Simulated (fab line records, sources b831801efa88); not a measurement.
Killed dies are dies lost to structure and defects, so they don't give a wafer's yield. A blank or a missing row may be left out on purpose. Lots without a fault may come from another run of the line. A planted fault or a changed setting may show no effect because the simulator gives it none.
fab line records | flow gf180mcu
record lots=5 wafers=15 last_day=34
route steps=602 shown CONTACT@289
lots that met no fault: from a run of the same line without faults
start_h: hours from the record's first day to the start of the lot's first wafer shown | wait_h: hours since the lot's step before | " the same as in the row above | L1.1+2: a row that stands for several wafers | - no value, or no start given | * or withheld: withheld | < > ~ a bound
route shown NAME@n: a module of which the file shows steps, and the number in the route of the first | usual: mean/standard deviation of fault-free wafers | same: alike in all rows | chamber/n: place in a boat | sites: the reading at each site | _std_site: their standard deviation | _edge_site: outer sites' mean less inner sites' | radius_mm: how far each site lies from the wafer's centre | mask NAME#n: copy n | behind: the tool/chamber that last shaped the wafer | hold: why the lot was held/for how many hours/how that ended | device: the transistor (n, p or np) that didn't switch | end of line: the same wafers' tests at the end of the route | a step without rows: its recipe alone | killed: dies lost to structure and defects at the first sort, not the wafer's yield | map: a wafer's dies, x killed, . not, _ none there
set.NAME: the setting as run; set.NAME@STEP: as run at that earlier step | model.NAME: the simulator's own value behind a step, which no gauge read
lots at some steps of the route; a table a step, a row a wafer
services: from which hour (start_h, from the record's first day; less than 0 if before it) a tool's chamber was out of use, for how many hours, and why
## steps
# step GF_CONTACT_CVD_02
# recipe material=SiO2 target_thk_nm=860 precursor=TEOS temp_c=400 time_s=95.992 rf_w=600
# usual heater_power_w=696/95
# columns lot.wafer tool chamber start_h wait_h heater_power_w
L077.2 pecvd-03 1 367.97 0.0 558
L077.4 " 0 " " 730
L077.5 " 1 " " 605
L082.1 pecvd-04 1 408.04 0.1 782
L082.4 " 0 " " 817
L082.5 " 1 " " 618
L083.2 pecvd-03 0 417.52 0.0 743
L083.3 " 1 " " 534
L083.4 " 2 " " 734
L089.1 pecvd-03 0 470.21 0.1 621
L089.3 " 2 " " 743
L089.5 " 2 " " 594
L095.3 pecvd-03 0 515.91 0.0 602
L095.5 " 2 " " 602
L095.6 " 1 " " 604
# step GF_CONTACT_THK_MEAS_03
# recipe reads=SiO2_of_CONTACT_CVD_02
# usual CONTACT_CVD_02_THK=862/11
# columns lot.wafer tool chamber start_h wait_h CONTACT_CVD_02_THK[nm]
L077.2 film_metro-04 - 368.05 0.0 858
L077.4 " - " " 865
L077.5 " - " " 862
L082.1 film_metro-03 - 408.11 0.0 863
L082.4 " - " " 870
L082.5 " - " " 867
L083.2 film_metro-04 - 417.60 0.0 853
L083.3 " - " " 839
L083.4 " - " " 857
L089.1 film_metro-01 - 470.28 0.0 856
L089.3 " - " " 841
L089.5 " - " " 866
L095.3 film_metro-04 - 516.02 0.1 852
L095.5 " - " " 882
L095.6 " - " " 875
# step GF_CONTACT_CMP_04
# recipe material=SiO2 down_force_psi=4 platen_rpm=60 pad_velocity_m_s=0.94248
# usual motor_current_A=12.1/0.69 slurry_filter_dp_kPa=13.50/0.14 time_to_endpoint_s=114/6.7
# columns lot.wafer tool chamber start_h wait_h motor_current_A slurry_filter_dp_kPa time_to_endpoint_s
L077.4 cmp-02 1 368.10 0.0 12.2 13.49 114
L077.2 " 3 " " 11.4 13.49 112
L077.5 " 1 " " 12.0 13.46 108
L082.4 cmp-02 2 408.24 0.1 13.1 13.50 120
L082.1 " 3 " " 12.1 13.52 116
L082.5 " 2 " " 13.3 13.57 121
L083.3 cmp-01 2 417.65 0.0 11.1 13.84 103
L083.4 " 3 " " 11.7 13.37 110
L083.2 " 1 " " 12.1 13.53 112
L089.3 cmp-01 0 470.34 0.0 12.8 13.38 101
L089.1 " 1 " " 12.0 13.29 116
L089.5 " 0 " " 12.7 13.50 110
L095.3 cmp-02 1 516.06 0.0 11.9 13.66 111
L095.6 " 1 " " 12.6 13.60 118
L095.5 " 2 " " 13.1 13.46 129
# step GF_CONTACT_BOW_MEAS_05
# recipe mode=bow
# usual CONTACT_BOW=66/6.6
# columns lot.wafer tool chamber start_h wait_h CONTACT_BOW[um]
L077.2 film_metro-03 - 368.42 0.2 60
L077.4 " - " " 70
L077.5 " - " " 61
L082.1 film_metro-03 - 408.49 0.1 76
L082.4 " - " " 71
L082.5 " - " " 64
L083.2 film_metro-04 - 417.97 0.1 68
L083.3 " - " " 68
L083.4 " - " " 72
L089.1 film_metro-01 - 470.64 0.2 76
L089.3 " - " " 58
L089.5 " - " " 70
L095.3 film_metro-01 - 516.40 0.3 72
L095.5 " - " " 74
L095.6 " - " " 76
# step GF_CONTACT_DEHYDRATE_06
# recipe temp_c=200 time_s=60
# columns lot.wafer tool chamber start_h wait_h
L077.2+4+5 litho_track-04 0 379.71 11.3
L082.1+4+5 litho_track-01 0 419.57 11.1
L083.2+3+4 litho_track-01 0 429.30 11.3
L089.1+3+5 litho_track-01 0 482.37 11.7
L095.3+5+6 litho_track-04 0 527.78 11.4
# step GF_CONTACT_HMDS_07
# recipe prime_time_s=60 prime_temp_c=120
# columns lot.wafer tool chamber start_h wait_h
L077.2+4+5 litho_track-04 0 379.86 0.1
L082.1+4+5 litho_track-01 0 419.72 0.1
L083.2+3+4 litho_track-01 0 429.45 0.1
L089.1+3+5 litho_track-01 0 482.52 0.1
L095.3+5+6 litho_track-04 0 527.93 0.1
# step GF_CONTACT_COAT_08
# recipe resist=BARC temp_c=withheld time_s=withheld spin_rpm=withheld resist_thk_nm=withheld
# columns lot.wafer tool chamber start_h wait_h
L077.2+4+5 litho_track-04 0 380.01 0.1
L082.1+4+5 litho_track-01 0 419.87 0.1
L083.2+3+4 litho_track-01 0 429.60 0.1
L089.1+3+5 litho_track-01 0 482.67 0.1
L095.3+5+6 litho_track-04 0 528.08 0.1
# step GF_CONTACT_COAT_09
# recipe resist=KrF spin_rpm=withheld resist_thk_nm=1000
# columns lot.wafer tool chamber start_h wait_h
L077.2+4+5 litho_track-04 0 - -
L082.1+4+5 litho_track-01 0 - -
L083.2+3+4 litho_track-01 0 - -
L089.1+3+5 litho_track-01 0 - -
L095.3+5+6 litho_track-04 0 - -
# step GF_CONTACT_SOFTBAKE_10
# recipe temp_c=130 time_s=60 resist=KrF
# columns lot.wafer tool chamber start_h wait_h
L077.2+4+5 litho_track-04 0 - -
L082.1+4+5 litho_track-01 0 - -
L083.2+3+4 litho_track-01 0 - -
L089.1+3+5 litho_track-01 0 - -
L095.3+5+6 litho_track-04 0 - -
# step GF_CONTACT_EXPOSE_11
# recipe mask_id=Contact target_cd_nm=220 na=0.68 source_shape=conventional sigma_outer=0.6 dose_mj=38
# columns lot.wafer tool chamber start_h wait_h mask
L077.2+4+5 krf_scanner-02 0 - - Contact#0
L082.1+4+5 krf_scanner-02 0 - - Contact#0
L083.2+3+4 krf_scanner-02 0 - - Contact#0
L089.1+3+5 krf_scanner-01 0 - - Contact#0
L095.3+5+6 krf_scanner-01 0 - - Contact#0
# step GF_CONTACT_PEB_12
# recipe peb_temp_c=135 peb_time_s=90 resist=KrF
# same peb_time_s=90
# columns lot.wafer tool chamber start_h wait_h
L077.2+4+5 litho_track-04 0 - -
L082.1+4+5 litho_track-01 0 - -
L083.2+3+4 litho_track-01 0 - -
L089.1+3+5 litho_track-01 0 - -
L095.3+5+6 litho_track-03 0 - -
# step GF_CONTACT_DEVELOP_13
# recipe develop_time_s=60 resist=KrF dev_temp_c=21
# columns lot.wafer tool chamber start_h wait_h
L077.2+4+5 litho_track-04 0 391.56 0.2
L082.1+4+5 litho_track-01 0 432.02 0.2
L083.2+3+4 litho_track-01 0 441.25 0.2
L089.1+3+5 litho_track-01 0 494.82 0.2
L095.3+5+6 litho_track-03 0 539.45 0.1
# step GF_CONTACT_CD_MEAS_14
# recipe target_cd_nm=220
# usual cd_nm=220.0/1.2
# columns lot.wafer tool chamber start_h wait_h cd_nm
L077.2 cd_sem-01 - 391.71 0.1 221.1
L077.4 " - " " 219.8
L077.5 " - " " 221.1
L082.1 cd_sem-02 - 432.17 0.1 220.6
L082.4 " - " " 221.8
L082.5 " - " " 220.5
L083.2 cd_sem-01 - 441.39 0.1 217.6
L083.3 " - " " 218.1
L083.4 " - " " 218.6
L089.1 cd_sem-01 - 494.97 0.1 217.8
L089.3 " - " " 217.8
L089.5 " - " " 218.8
L095.3 cd_sem-02 - 539.59 0.1 219.2
L095.5 " - " " 219.8
L095.6 " - " " 220.0
# step GF_CONTACT_OVL_MEAS_15
# usual CONTACT_OVL=3/5.6
# columns lot.wafer tool chamber start_h wait_h CONTACT_OVL[nm]
L077.2 overlay-01 - 391.81 0.1 0
L077.4 " - " " 3
L077.5 " - " " 5
L082.1 overlay-02 - 432.29 0.1 6
L082.4 " - " " 10
L082.5 " - " " 6
L083.2 overlay-01 - 441.50 0.1 6
L083.3 " - " " 7
L083.4 " - " " 3
L089.1 overlay-01 - 495.09 0.1 1
L089.3 " - " " 0
L089.5 " - " " 0
L095.3 overlay-02 - 539.68 0.1 12
L095.5 " - " " 6
L095.6 " - " " 7
# step GF_CONTACT_ETCH_16
# recipe chemistry=N2/H2 target_depth_a=withheld overetch_a=withheld time_s=withheld target=BARC ion_energy_ev=200 source_w=507.2 bias_w=100 pressure_mtorr=30 n2_flow_sccm=100 h2_flow_sccm=200
# usual drypump_motor_current_A=5.7/0.44 oes_product_au=0.853/0.0052 throttle_valve_pct=13.223/0.0096
# columns lot.wafer tool chamber start_h wait_h drypump_motor_current_A oes_product_au throttle_valve_pct
L077.2 rie_diel-01 2 391.84 0.0 4.9 0.853 13.219
L077.4 " 1 " " 6.2 0.858 13.230
L077.5 " 2 " " 4.9 0.856 13.219
L082.1 rie_diel-02 3 432.33 0.0 5.7 0.842 13.207
L082.4 " 1 " " 5.9 0.848 13.216
L082.5 " 3 " " 5.8 0.850 13.215
L083.2 rie_diel-01 0 441.53 0.0 5.1 0.853 13.214
L083.3 " 3 " " 5.3 0.854 13.217
L083.4 " 1 " " 6.3 0.848 13.214
L089.1 rie_diel-03 0 495.13 0.0 5.7 0.852 13.213
L089.3 " 2 " " 5.9 0.856 13.227
L089.5 " 1 " " 5.9 0.849 13.219
L095.3 rie_diel-02 0 539.71 0.0 5.1 0.849 13.233
L095.5 " 1 " " 5.9 0.856 13.220
L095.6 " 2 " " 6.2 0.849 13.229
# step GF_CONTACT_ETCH_17
# recipe chemistry=C4F8/O2/Ar mask_material=KrF target=SiO2 stop_on=CoSi2 source_w=1500 bias_w=1200 pressure_mtorr=40 c4f8_flow_sccm=withheld O2_flow_sccm=6 Ar_flow_sccm=300 time_s=withheld target_depth_a=8600
# usual oes_product_au=0.814/0.0051
# columns lot.wafer tool chamber start_h wait_h oes_product_au
L077.2 rie_diel-01 2 - - 0.811
L077.4 " 1 " " 0.818
L077.5 " 2 " " 0.810
L082.1 rie_diel-02 3 - - 0.819
L082.4 " 1 " " 0.810
L082.5 " 3 " " 0.821
L083.2 rie_diel-01 0 - - 0.816
L083.3 " 3 " " 0.812
L083.4 " 1 " " 0.815
L089.1 rie_diel-03 0 - - 0.810
L089.3 " 2 " " 0.820
L089.5 " 1 " " 0.808
L095.3 rie_diel-02 0 - - 0.801
L095.5 " 1 " " 0.815
L095.6 " 2 " " 0.813
# step GF_CONTACT_STRIP_18
# recipe chemistry=O2/N2 power_w=1400 pressure_mtorr=1500 platen_temp_c=250 o2_flow_sccm=3000 n2_flow_sccm=300 overash_fraction=0.5
# usual drypump_motor_current_A=5.8/0.53 heater_power_w=357/53 oes_product_au=0.580/0.0046
# columns lot.wafer tool chamber start_h wait_h drypump_motor_current_A heater_power_w oes_product_au rf_hours_counter_h
L077.2 plasma_asher-01 1 392.00 - 6.1 332 0.579 77
L077.4 " 0 " " 5.7 379 0.579 -
L077.5 " 0 " " 5.7 370 0.579 -
L082.1 plasma_asher-03 1 432.49 - 6.3 310 0.576 75
L082.4 " 0 " " 5.6 431 0.581 -
L082.5 " 1 " " 6.3 304 0.577 -
L083.2 plasma_asher-04 0 441.69 - 6.2 321 0.581 70
L083.3 " 0 " " 6.2 327 0.584 -
L083.4 " 1 " " 4.7 346 0.578 -
L089.1 plasma_asher-01 1 495.29 - 6.1 320 0.579 7
L089.3 " 0 " " 5.6 370 0.579 -
L089.5 " 1 " " 6.1 324 0.583 -
L095.3 plasma_asher-03 0 539.90 - 5.6 432 0.583 -
L095.5 " 0 " " 5.6 440 0.576 -
L095.6 " 1 " " 6.3 309 0.585 -
# step GF_CONTACT_CLEAN_19
# recipe chemistry=SPM
# columns lot.wafer tool chamber start_h wait_h
L077.2+4+5 wet_bench-01 1 392.10 0.1
L082.1+4+5 wet_bench-03 2 432.59 0.1
L083.2+3+4 wet_bench-03 3 441.79 0.1
L089.1+3+5 wet_bench-03 3 495.39 0.1
L095.3+5+6 wet_bench-03 1 539.97 0.0
## services
# columns tool chamber start_h hours kind
cmp-01 - 346.87 0.7 repair
rie_diel-03 0 350.52 4.0 repair
plasma_asher-03 - 362.87 14.6 pm
krf_scanner-02 - 362.94 0.8 repair
krf_scanner-02 - 367.32 0.8 pm
pecvd-03 - 368.88 14.0 pm
rie_diel-01 1 372.78 8.2 repair
cmp-01 - 376.17 2.0 repair
rie_diel-03 - 377.19 1.9 repair
krf_scanner-01 - 377.25 0.8 pm
rie_diel-01 2 380.63 9.6 repair
krf_scanner-01 - 384.17 3.6 pm
rie_diel-01 3 391.76 3.8 repair
rie_diel-01 - 394.62 2.8 repair
krf_scanner-02 - 398.83 1.0 pm
rie_diel-01 3 407.67 9.0 repair
rie_diel-02 2 414.29 1.6 repair
rie_diel-02 2 420.49 9.7 repair
cmp-02 - 425.45 1.3 repair
rie_diel-02 0 429.67 15.7 repair
cmp-02 - 451.33 0.8 repair
krf_scanner-02 - 474.14 1.3 pm
pecvd-03 0 533.68 8.0 repair
krf_scanner-02 - 536.12 0.8 pm
## key
fault none
